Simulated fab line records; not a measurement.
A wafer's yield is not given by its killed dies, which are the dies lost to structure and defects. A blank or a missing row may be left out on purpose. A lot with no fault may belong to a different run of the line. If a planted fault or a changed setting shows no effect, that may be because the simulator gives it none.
Which tool was responsible? -- flow gf180mcu -- 13 lots, 39 wafers sampled, at 4 steps of a route of 602

== WHAT THE GAUGES READ, wafer by wafer ==
GF_MVPSD_OVL_MEAS_07.
lot,measured,on,MVPSD_OVL (nm)
L227,day 5 00:00,overlay-02,2.4 2.8 1.5
L229,day 5 10:36,overlay-02,-0.2 0.7 0.3
L231,day 6 01:59,overlay-01,0.7 0.0 0.6
L232,day 6 04:59,overlay-02,1.0 -0.4 -0.1
L233,day 6 11:15,overlay-01,0.7 0.7 -0.3
L234,day 6 23:27,overlay-01,2.0 1.2 1.9
L236,day 7 10:18,overlay-01,1.5 1.4 -0.9
L239,day 8 01:45,overlay-01,0.1 -1.5 0.4
L243,day 9 01:00,overlay-01,- - -
L247,day 10 02:26,overlay-02,-0.2 -0.9 -0.9
L248,day 10 07:03,overlay-01,1.5 1.0 2.1
L249,day 10 11:11,overlay-01,0.8 0.6 0.7
L250,day 10 18:02,overlay-02,0.5 -0.5 0.2

GF_MVPSD_TW_MEAS_11.
lot,measured,on,MVPSD_TW
L227,day 5 00:26,film_metro-01,545 550 548
L229,day 5 11:02,film_metro-04,542 546 544
L231,day 6 02:26,film_metro-01,548 547 548
L232,day 6 05:25,film_metro-02,558 557 557
L233,day 6 11:41,film_metro-01,547 546 549
L234,day 6 23:53,film_metro-02,555 554 556
L236,day 7 10:44,film_metro-01,545 543 545
L239,day 8 02:11,film_metro-01,551 551 551
L243,day 9 01:26,film_metro-01,30 29 30 30 30 30
L247,day 10 02:52,film_metro-01,550 551 546
L248,day 10 07:29,film_metro-01,551 548 549
L249,day 10 11:38,film_metro-01,550 553 550
L250,day 10 18:28,film_metro-02,561 560 560

GF_V1_OVL_MEAS_15.
lot,measured,on,V1_OVL (nm)
L227,day 17 23:46,overlay-02,2 3 -3
L229,day 18 19:42,overlay-02,-10 -9 -16
L231,day 19 17:30,overlay-02,-9 -7 -3
L232,day 19 23:44,overlay-01,3 3 4
L233,day 20 11:42,overlay-01,-4 -3 -4
L234,day 21 05:40,overlay-02,6 1 -7
L236,day 21 17:51,overlay-02,-4 0 -3
L239,day 22 17:06,overlay-02,-3 -6 -2
L247,day 25 08:36,overlay-02,-1 -2 1
L248,day 25 13:54,overlay-02,-10 -2 -1
L249,day 25 18:31,overlay-01,2 8 0
L250,day 26 00:27,overlay-02,12 3 5

== WHICH TOOL RAN EACH LOT (tool, then ch and the chambers of the sampled wafers, then the start) ==
lot,GF_MVPSD_EXPOSE_04
L227,"iline_stepper-01 ch 0, day 4 17:14"
L229,"iline_stepper-02 ch 0, day 5 03:41"
L231,"iline_stepper-01 ch 0, day 5 18:50"
L232,"iline_stepper-01 ch 0, day 5 21:56"
L233,"iline_stepper-02 ch 0, day 6 04:06"
L234,"iline_stepper-01 ch 0, day 6 15:49"
L236,"iline_stepper-02 ch 0, day 7 02:23"
L239,"iline_stepper-02 ch 0, day 7 17:38"
L243,"iline_stepper-02 ch 0, day 8 17:22"
L247,"iline_stepper-01 ch 0, day 9 18:13"
L248,"iline_stepper-02 ch 0, day 9 23:08"
L249,"iline_stepper-02 ch 0, day 10 02:35"
L250,"iline_stepper-01 ch 0, day 10 08:58"
- GF_MVPSD_EXPOSE_04: exposes mask MVPSD, target cd 1000 nm.

== AS READ BY THE TOOLS THEMSELVES (means over the sampled wafers that have a number; for cases with no such wafer, the mark the record gives instead) ==
The record holds no such reading with a usual standard deviation.

== THE ANSWER, worked out from the rows above alone ==
Rule: what is usual is taken from the lots themselves. The widest of any qualifying gaps counts: lots, ordered by their means at a reading, are off when they make up no more than a third of the lots, leave a main group of 4 or more, and stand apart from it by 3 or more times the standard deviation of that group's means. The tables above print the reading to a certain number of digits; a main group whose means all agree to those digits is not used. Also off: a lot with no number at a reading for which 4 or more lots have one. The other lots that the step has rows for count as sound. After the gauges, taken in route order, come the tools' own readings; for these a lot's mean is taken, as printed above. The first step at which some lot is off is used, and at that step the reading that is off furthest; a lot without a number counts as furthest.
Off: L243, seen at GF_MVPSD_OVL_MEAS_07 (MVPSD_OVL). Without a number there: L243. The main group: mean 0.6 nm, standard deviation 0.81.
A tool fits if, at a process step before that reading, it ran every lot that is off, and no sound lot after the first of them. Not tried: the gauges at GF_MVPSD_OVL_MEAS_07; whatever is off there is also off at GF_MVPSD_TW_MEAS_11, on other tools, and gauge error can't account for it. Not one of the candidates tried fits.

== WHAT THE SIMULATOR HAD INSERTED ==
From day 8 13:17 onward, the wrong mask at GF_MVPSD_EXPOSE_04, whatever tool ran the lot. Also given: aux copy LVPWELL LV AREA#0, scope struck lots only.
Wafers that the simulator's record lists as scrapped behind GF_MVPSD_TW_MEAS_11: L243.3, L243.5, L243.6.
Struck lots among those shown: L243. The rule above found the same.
